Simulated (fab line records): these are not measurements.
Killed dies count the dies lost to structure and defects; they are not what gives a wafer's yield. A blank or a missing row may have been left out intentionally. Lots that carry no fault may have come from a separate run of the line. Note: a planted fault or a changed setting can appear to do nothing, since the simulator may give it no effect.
Comparing a struck lot with a sound one | flow sky130 | 37 out of 708 route steps
Sound: these wafers, L106.3, L106.5, L106.6. Struck: wafer L996.4 (left out: L996.1, L996.2 of the same lot, which were not struck); the cause appears at the end.
Per side, at each step with rows, come the tool, then ch with its chambers, and then its first start. Under that, the readings that differ: sound wafers | struck wafers | difference of the means | sigmas: that difference in standard deviations of wafers without a fault.
alike: a reading whose means differ by less than 2 such deviations, as well as words and numbers matching on both sides. not compared: withheld readings; readings where some wafer has no value; bounds like >300 that might hide an equal value; numbers whose values overlap and for which the record gives no deviation.
The two part at a step that has a row with sigmas, a row that says differs or no value, or rows on one side only. Numbers that have no deviation but don't overlap get no sigmas and don't part them. Lack of a reading on every wafer of one side parts them only where that side has two or more wafers.

first, 9 steps without rows for these wafers: SKY_VIA2_SPUTTER_20 (material TiN, target thk 20 nm, time 80 s); SKY_VIA2_CVD_21 (deposits W, target thk 420 nm, time 126.4 s); SKY_VIA2_CMP_24 (polishes, stops on SiO2, t overpolish 20 s, target thk 0 nm); SKY_METAL3_SPUTTER_00 (material Ti, target thk 15 nm, time 10 s); SKY_METAL3_SPUTTER_01 (material TiN, target thk 20 nm, time 16.7 s); SKY_METAL3_SPUTTER_02 (material AlCu, target thk 735 nm, time 39.1 s); SKY_METAL3_SPUTTER_03 (material Ti, target thk 5 nm, time 3.3 s); SKY_METAL3_SPUTTER_04 (material TiN, target thk 70 nm, time 58.3 s); SKY_CAPM_CVD_00 (deposits SiO2, target thk 15.5 nm).
SKY_CAPM_SPUTTER_02: material TiN, target thk 200 nm, time 166.7 s.
  sound on pvd-sputter-04, day 44 12:45; struck on pvd-sputter-03, day 40 03:36
  reading                                  | sound                | struck | difference | sigmas
  cathode-dc-power-W (W)                   | 6500.4 6499.8 6499.9 | 5957.4 | -542.6     | -99 or more
  throttle-valve-pct (%)                   | 29.3 28.9 30.4       | 31.2   | +1.7       | +2
  model.TiN_of_CAPM_SPUTTER_02.thk-nm (nm) | 200.5 200.6 200.1    | 181.7  | -18.7      |
SKY_CAPM_RS_MEAS_03: the measuring method here is four-point-probe.
  sound on film-metro-03, day 44 12:54; struck on film-metro-03, day 40 04:00
  reading              | sound          | struck | difference | sigmas
  CAPM_TIN_RS (ohm/sq) | 6.88 6.88 6.91 | 7.62   | +0.73      | +10
  not compared: hold
SKY_CAPM_THK_MEAS_04: measures by xrf.
  sound on film-metro-03, day 44 13:00; struck on film-metro-03, day 40 07:43
  reading           | sound             | struck | difference | sigmas
  CAPM_TIN_THK (nm) | 197.1 197.0 196.5 | 179.1  | -17.8      | -8
  not compared: hold
then, 6 steps without rows for these wafers: SKY_CAPM_HMDS_06 (prime time 60 s); SKY_CAPM_COAT_07 (resist thk 1140 nm); SKY_CAPM_SOFTBAKE_08 (time 60 s); SKY_CAPM_EXPOSE_09 (exposes mask CAPM, target cd 1000 nm); SKY_CAPM_PEB_10; SKY_CAPM_DEVELOP_11 (develop time 60 s).
SKY_CAPM_METAL_ETCH_13: etches TiN in Cl2/BCl3, stops on SiO2, target depth 220 nm, time 62.9 s.
  sound on rie-metal-03 ch 0,1, day 45 09:49; struck on rie-metal-02 ch 1, day 41 04:26
  reading                | sound                | struck | difference | sigmas
  oes-product-au (a.u.)  | 0.946 0.946 0.938    | 0.893  | -0.050     | -7
  throttle-valve-pct (%) | 21.906 21.900 21.910 | 21.926 | +0.021     | +2
  alike: drypump-motor-current-A, mfc-cl2-sccm
  not compared: rf-hours-counter-h
then, 16 steps without rows for these wafers: SKY_CAPM_STRIP_14 (strips in O2/N2); SKY_CAPM_STRIP_15 (strips in post etch residue remover, time 1200 s); SKY_CAPM_CLEAN_16 (cleans in IPA, time 180 s); SKY_CAPM_CLEAN_17 (cleans in O3/DIW); SKY_METAL3_DEHYDRATE_05 (time 60 s); SKY_METAL3_HMDS_06 (prime time 60 s); SKY_METAL3_COAT_07 (resist thk 60 nm); SKY_METAL3_COAT_08 (resist thk 1140 nm); SKY_METAL3_SOFTBAKE_09 (time 90 s); SKY_METAL3_EXPOSE_10 (exposes mask MM3, target cd 300 nm); SKY_METAL3_PEB_11; SKY_METAL3_DEVELOP_12 (develop time 60 s); SKY_METAL3_DESCUM_15 (chemistry O2, time 8 s); SKY_METAL3_ETCH_16 (etches BARC in N2/H2, stops on SiO2, time 88.2 s, target depth 60 nm); SKY_METAL3_ETCH_17 (etches SiO2 in C4F8/O2/Ar, stops on TiN, time 3.9 s, target depth 15 nm); SKY_METAL3_METAL_ETCH_18 (etches the open film in Cl2/BCl3, stops on SiO2, target depth 845 nm, time 183.1 s).
SKY_METAL3_STRIP_20: strips in post etch residue remover, time 1200 s.
  sound on wet-bench-02 ch 3, day 46 07:20; struck on wet-bench-01 ch 3, day 42 06:06
  reading                                  | sound             | struck | difference | sigmas
  model.TiN_of_CAPM_SPUTTER_02.thk-nm (nm) | 199.6 199.8 199.3 | 180.8  | -18.8      |
-- the record jumps here: 6 days lie between the struck wafers' starts before and after (it left off in module METAL3 and takes up again in module PAD_OPEN, whose first step shown is number 708 of the route) --
SKY_PAD_OPEN_PROBE_99:
  sound on prober-01, day 51 19:03; struck on prober-02, day 48 17:56
  reading                              | sound                | struck | difference | sigmas
  model.etest.cap-mim.plate-ohm-sq     | 6.042 6.098 6.028    | 6.606  | +0.550     |
  model.etest.cap-mim.leak-log10-a-cm2 | -8.813 -9.097 -8.609 | -8.574 | +0.266     |
  alike: defect-limited-yield, killed_at_M0_to_M3, killed_at_M4_up, killed-at-contacts, killed-at-front-end, killed-at-other, killed-dies, killed-open, killed-short, sort_bin_3_pad_short, sort_bin_5_function, sort_bin_6_memory, sort-n-pass, sort-yield-pct

== WHERE THEY PART ==
Earliest at SKY_CAPM_SPUTTER_02; latest, in this record, at SKY_CAPM_METAL_ETCH_13. Later steps at which nothing parts them and some readings are alike: SKY_PAD_OPEN_PROBE_99.

WHY: what had been put in by the simulator
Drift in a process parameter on pvd-sputter-03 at SKY_CAPM_SPUTTER_02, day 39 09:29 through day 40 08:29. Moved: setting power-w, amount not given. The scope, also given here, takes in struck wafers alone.
